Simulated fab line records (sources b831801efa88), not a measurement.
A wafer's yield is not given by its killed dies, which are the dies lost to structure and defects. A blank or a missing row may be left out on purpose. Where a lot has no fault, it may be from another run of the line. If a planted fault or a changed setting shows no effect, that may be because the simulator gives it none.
Struck lot and sound lot, side by side | flow sky130 | 20 out of 708 route steps
Sound: these wafers, L119.3, L119.5, L119.6. Struck: wafers L124.3, L124.4. (L124.2 of the same lot was not struck and is left out.) The cause comes at the end.
At each step with rows: each side's tool, then ch and its chambers, then its first start. Under that, the readings that differ: sound wafers | struck wafers | difference of the means | sigmas: that difference in standard deviations of wafers without a fault.
alike: same words and numbers on both sides, and readings whose means sit less than 2 such deviations apart. not compared: any withheld reading, any reading some wafer has no value for, any bound like >300 that may hide the same value, and any number with overlapping values for which the record gives no deviation.
The two part at a step that has a row with sigmas, a row that says differs or no value, or rows on one side only. Numbers that have no deviation but don't overlap get no sigmas and don't part them. A reading that every wafer of one side lacks parts them only if that side has two wafers or more.

SKY_FIELD_ISO_BOW_MEAS_00:
  sound on film_metro-04 at day 4 03:02; struck on film_metro-04 at day 5 04:01
  alike: INCOMING_BOW
then, 1 step without rows for these wafers: SKY_FIELD_ISO_OXIDATION_01 (stabilise 600 s, purge 300 s, target thk 12 nm).
SKY_FIELD_ISO_THK_MEAS_02:
  sound on film_metro-02 at day 4 07:56; struck on film_metro-02 at day 5 06:28
  alike: FIELD_ISO_OXIDATION_00_THK
then, 1 step without rows for these wafers: SKY_FIELD_ISO_CVD_03 (deposits Si3N4 from DCS/NH3, target thk 165 nm, time 2830 s).
SKY_FIELD_ISO_THK_MEAS_04:
  sound on film_metro-02 at day 4 12:05; struck on film_metro-04 at day 5 08:19
  alike: FIELD_ISO_CVD_03_THK
then, 5 steps without rows for these wafers: SKY_FIELD_ISO_DEHYDRATE_05 (time 60 s); SKY_FIELD_ISO_HMDS_06 (prime time 60 s); SKY_FIELD_ISO_COAT_07 (resist thk 60 nm); SKY_FIELD_ISO_COAT_08 (resist thk 450 nm); SKY_FIELD_ISO_SOFTBAKE_09 (time 90 s).
SKY_FIELD_ISO_EXPOSE_10: exposes mask FOM, target cd 150 nm.
  sound on krf_scanner-01 ch 0, day 4 20:43; struck on krf_scanner-02 ch 0, day 5 16:55
  alike: mask
then, 2 steps without rows for these wafers: SKY_FIELD_ISO_PEB_11; SKY_FIELD_ISO_DEVELOP_12 (develop time 60 s).
SKY_FIELD_ISO_CD_MEAS_13: the cd target is 150 nm.
  sound on cd_sem-01 at day 5 05:42; struck on cd_sem-01 at day 6 02:17
  reading    | sound             | struck    | difference | sigmas
  cd_nm (nm) | 151.2 150.5 150.0 | 56.0 56.2 | -94.5      | -63
  not compared: hold
SKY_FIELD_ISO_ETCH_14: etches BARC in N2/H2, stops on SiO2, time 45.9 s, target depth 60 nm.
  sound on rie_diel-04 ch 0,1,2, day 5 05:47; struck on rie_diel-01 ch 2,3, day 6 06:39
  reading                    | sound             | struck                                            | difference                   | sigmas
  hold                       | - - -             | await_dispo/4.3h/release await_dispo/4.3h/release | no value on the sound wafers |
  model.FIELD_ISO.cd_nm (nm) | 150.9 150.4 149.5 | 56.09 56.4                                        | -94.02                       |
  alike: drypump_motor_current_A, oes_product_au, throttle_valve_pct
  not compared: rf_hours_counter_h
SKY_FIELD_ISO_ETCH_15: etches the open film in CHF3/O2, stops on Si, target depth 180 nm, time 72 s.
  sound on rie_diel-04 ch 0,1,2, day 5 05:49; struck on rie_diel-01 ch 2,3, day 6 06:41
  alike: O2_flow_sccm, drypump_motor_current_A, oes_product_au, throttle_valve_pct
  not compared: rf_hours_counter_h
SKY_FIELD_ISO_STRIP_16: strips in O2/N2.
  sound on plasma_asher-01 ch 0,1, day 5 05:55; struck on plasma_asher-02 ch 0,1, day 6 06:45
  alike: drypump_motor_current_A, oes_product_au, strip_time_to_endpoint_s
  not compared: rf_hours_counter_h
SKY_FIELD_ISO_ETCH_17: etches Si in HBr/Cl2/O2, target depth 342 nm, time 97.7 s.
  sound on rie_si-02 ch 2,3, day 5 05:59; struck on rie_si-02 ch 0,3, day 6 06:51
  reading                    | sound             | struck      | difference | sigmas
  model.FIELD_ISO.cd_nm (nm) | 151.3 151.5 148.1 | 54.89 56.73 | -94.49     |
  alike: O2_flow_sccm, drypump_motor_current_A, oes_product_au, throttle_valve_pct
  not compared: rf_hours_counter_h
then, 1 step without rows for these wafers: SKY_FIELD_ISO_WET_ETCH_18 (etches Si3N4 in H3PO4, target depth 25 nm, time 286 s).
-- record jumps: 44 days separate the struck wafers' starts on either side; left off in module FIELD_ISO, taken up again in module PAD_OPEN, whose first shown step is the route's number 708 --
SKY_PAD_OPEN_PROBE_99:
  sound on prober-01 at day 49 05:09; struck on prober-02 at day 50 03:21
  reading             | sound    | struck                                              | difference                   | sigmas
  hold                | - - -    | await_dispo/10.7h/release await_dispo/10.7h/release | no value on the sound wafers |
  killed_at_front_end | 20 12 12 | 402 417                                             | +395                         | +84
  killed_dies         | 98 74 84 | 492 492                                             | +407                         | +42
  killed_on_rim       | 22 16 21 | 96 96                                               | +76                          | +20
  killed_open         | 49 40 45 | 70 56                                               | +18                          | +2
  alike: killed_at_M0_to_M3, killed_at_M4_up, killed_at_contacts, killed_at_other, killed_short

WHERE THEY PART
First at SKY_FIELD_ISO_CD_MEAS_13; last, within this record, at SKY_PAD_OPEN_PROBE_99.

WHY: the cause the simulator had injected
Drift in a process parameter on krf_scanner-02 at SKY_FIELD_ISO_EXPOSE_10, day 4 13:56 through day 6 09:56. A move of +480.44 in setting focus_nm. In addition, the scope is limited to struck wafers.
